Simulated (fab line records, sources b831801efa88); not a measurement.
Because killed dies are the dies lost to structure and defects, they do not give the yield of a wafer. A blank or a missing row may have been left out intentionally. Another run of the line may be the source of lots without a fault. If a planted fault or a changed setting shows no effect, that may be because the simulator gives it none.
Split-lot study    flow gf180mcu    23 wafers read across 5 lots, on a route 602 steps long

## THE SPLIT ITSELF
At GF_POLY_GATE_PEB_08 (peb time 90 s), the setting peb_temp_c was moved away from the recipe's 135 C on 6 of the 23 wafers read, by -1.8% to -1.4%. This setting was run at the recipe's value on the other wafers.

## THE PATH FROM SPLIT TO READING: the file shows 1 step between them
- GF_POLY_GATE_DEVELOP_09: develop time 60 s

## THE READING
cd_nm at GF_POLY_GATE_CD_MEAS_10, given in nm (cd target 280 nm). On this fab line, fault-free wafers typically give 280.0 nm with a standard deviation of 1.7 nm.

wafer   tool, chamber at the split  peb_temp_c as run, C  against the recipe  cd_nm, nm  against lot-mates on the recipe
L074.2  litho_track-01, 0           133.1                 -1.4%               289.8      +7.0
L074.3  litho_track-01, 0           133.1                 -1.4%               288.4      +5.6
L074.4  litho_track-01, 0           133.1                 -1.4%               289.3      +6.5
L074.5  litho_track-01, 0           135                   recipe              282.9      -
L074.6  litho_track-01, 0           135                   recipe              282.7      -
L076.1  litho_track-02, 0           135                   recipe              278.3      -
L076.3  litho_track-02, 0           135                   recipe              278.5      -
L076.6  litho_track-02, 0           135                   recipe              279.8      -
L077.1  litho_track-02, 0           135                   recipe              281.3      -
L077.2  litho_track-02, 0           135                   recipe              281.2      -
L077.4  litho_track-02, 0           135                   recipe              279.5      -
L077.5  litho_track-02, 0           135                   recipe              279.4      -
L077.6  litho_track-02, 0           135                   recipe              280.7      -
L079.2  litho_track-02, 0           132.6                 -1.8%               287.5      +7.2
L079.3  litho_track-02, 0           132.6                 -1.8%               287.5      +7.2
L079.4  litho_track-02, 0           132.6                 -1.8%               288.2      +7.9
L079.5  litho_track-02, 0           135                   recipe              279.4      -
L079.6  litho_track-02, 0           135                   recipe              281.1      -
L083.1  litho_track-02, 0           135                   recipe              283.3      -
L083.2  litho_track-02, 0           135                   recipe              281.9      -
L083.3  litho_track-02, 0           135                   recipe              281.2      -
L083.4  litho_track-02, 0           135                   recipe              281.7      -
L083.5  litho_track-02, 0           135                   recipe              283.4      -

FIT RESULTS
A straight line over all 23 wafers: cd_nm changes by -4.55 nm for each +1% of peb_temp_c; r = -0.90; the points scatter about the line by 1.7 nm.
The same after taking each lot's own level away (the mean of its wafers on the recipe; 23 wafers): -4.32 nm for each +1%; r = -0.97; scatter 0.75 nm.
The reading moves by 7.7 nm for the largest change in peb_temp_c, on that fit.
Measured against the standard deviation above, the lots' own levels, which go from 278.87 to 282.80 nm, span 2.3 times it.
Hence the lot-to-lot level has little effect on the slope; both slopes agree.
Check: for one of the wafers moved furthest among these (-1.8%), held out of the fit, the line's prediction against its lot-mates is +7.81 nm. It came out at +7.25 nm against them.

## ADDITIONAL SPLITS CARRIED BY THESE WAFERS
Note: prior to the reading, these wafers also went through further splits. Each is held against what the fit with the lots' levels taken away leaves over:
other split on the same wafers       wafers away from the commonest value  r with cd_nm (lot level and that fit taken away)
GF_VT_IMPLANT_IMPLANT_41 energy_kev  8                                     -0.04
GF_DUAL_GATE_OXIDATION_02 temp_c     15                                    +0.03
GF_DUAL_GATE_COAT_06 spin_rpm        8                                     -0.05

## THE WHOLE CHAIN: every reading that the file lists as answering this split, in the file's order
step                     what it does                                                                  reading                                                           change (the file's fit)               r (the file's)
GF_POLY_GATE_CD_MEAS_10  target cd 280 nm                                                              cd_nm                                                             -4.35 nm for each +1% of the setting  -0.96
GF_POLY_GATE_ETCH_12     etches BARC in N2/H2                                                          POLY_GATE.cd_nm (the simulator's own value, which no gauge read)  -3.93 nm for each +1% of the setting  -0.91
GF_POLY_GATE_ETCH_13     etches poly-Si in HBr/Cl2, stops on SiO2, target depth 198.5 nm, time 69.6 s  POLY_GATE.cd_nm (the simulator's own value, which no gauge read)  -4.23 nm for each +1% of the setting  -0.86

## FILE'S OWN FIT
cd_nm changes by -4.35 nm for each +1% of peb_temp_c, r = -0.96.
